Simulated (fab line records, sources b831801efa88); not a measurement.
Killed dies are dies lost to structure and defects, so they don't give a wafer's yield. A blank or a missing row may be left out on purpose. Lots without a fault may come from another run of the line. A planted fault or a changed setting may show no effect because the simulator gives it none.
A struck lot beside a sound one | flow sky130 | 15 steps out of a route of 708
Sound: wafers L359.1, L359.3, L359.5. Struck: wafers L364.2, L364.3, L364.6. The cause comes at the end.
At each step with rows: each side's tool, then ch and its chambers, then its first start. Under that, the readings that differ: sound wafers | struck wafers | difference of the means | sigmas: that difference in standard deviations of wafers without a fault.
alike: readings whose means differ by less than 2 such deviations, and words and numbers that are the same on both sides. not compared: withheld readings, readings that some wafer has no value for, bounds like >300 that may hide the same value, and numbers for which the record gives no deviation and whose values overlap.
The two part at a step that has a row with sigmas, a row that says differs or no value, or rows on one side only. Numbers that don't overlap but have no deviation are shown without sigmas and don't part them. A reading that every wafer of one side lacks parts them only if that side has two wafers or more.

first, 6 steps without rows for these wafers: SKY_LDD_N_IMPLANT_10; SKY_LDD_N_IMPLANT_11; SKY_LDD_N_IMPLANT_12; SKY_LDD_N_IMPLANT_13; SKY_LDD_N_IMPLANT_14; SKY_LDD_N_IMPLANT_15.
SKY_LDD_N_STRIP_16: strips in O2/N2.
  sound on plasma_asher-04 ch 0,1, day 18 02:23; struck on plasma_asher-02 ch 0,1, day 19 19:55
  reading                      | sound             | struck            | difference | sigmas
  strip_time_to_endpoint_s (s) | 4.315 4.338 4.363 | 4.298 4.307 4.307 | -0.035     | -2
  alike: drypump_motor_current_A, oes_product_au
  not compared: rf_hours_counter_h
SKY_LDD_N_TW_MEAS_17:
  sound on film_metro-03, day 18 02:29; struck on film_metro-02, day 19 20:02
  alike: LDD_N_TW
then, 4 steps without rows for these wafers: SKY_LDD_P_DEHYDRATE_00 (time 60 s); SKY_LDD_P_HMDS_01 (prime time 60 s); SKY_LDD_P_COAT_02 (resist thk 1140 nm); SKY_LDD_P_SOFTBAKE_03 (time 60 s).
SKY_LDD_P_EXPOSE_04: exposes mask PSDM, target cd 380 nm.
  sound on iline_stepper-02 ch 0, day 18 17:25; struck on iline_stepper-02 ch 0, day 20 11:44
  reading                       | sound             | struck            | difference | sigmas
  model.LDD_P.overlay_x_nm (nm) | 0.573 0.573 0.573 | 2.057 2.057 2.057 | +1.484     |
  alike: mask
then, 1 step without rows for these wafers: SKY_LDD_P_PEB_05.
-- the record jumps here: 27 days lie between the struck wafers' starts before and after (it left off in module LDD_P and takes up again in module PAD_OPEN, whose first step shown is number 708 of the route) --
SKY_PAD_OPEN_PROBE_99:
  sound on prober-01, day 46 05:00; struck on prober-02, day 47 07:29
  alike: killed_at_M0_to_M3, killed_at_M4_up, killed_at_contacts, killed_at_front_end, killed_at_other, killed_dies, killed_on_rim, killed_open, killed_short

WHERE THEY PART
Only at SKY_LDD_N_STRIP_16, within this record. Later steps at which nothing parts them and some readings are alike: SKY_LDD_N_TW_MEAS_17, SKY_LDD_P_EXPOSE_04, SKY_PAD_OPEN_PROBE_99.

WHY: what the simulator had put in
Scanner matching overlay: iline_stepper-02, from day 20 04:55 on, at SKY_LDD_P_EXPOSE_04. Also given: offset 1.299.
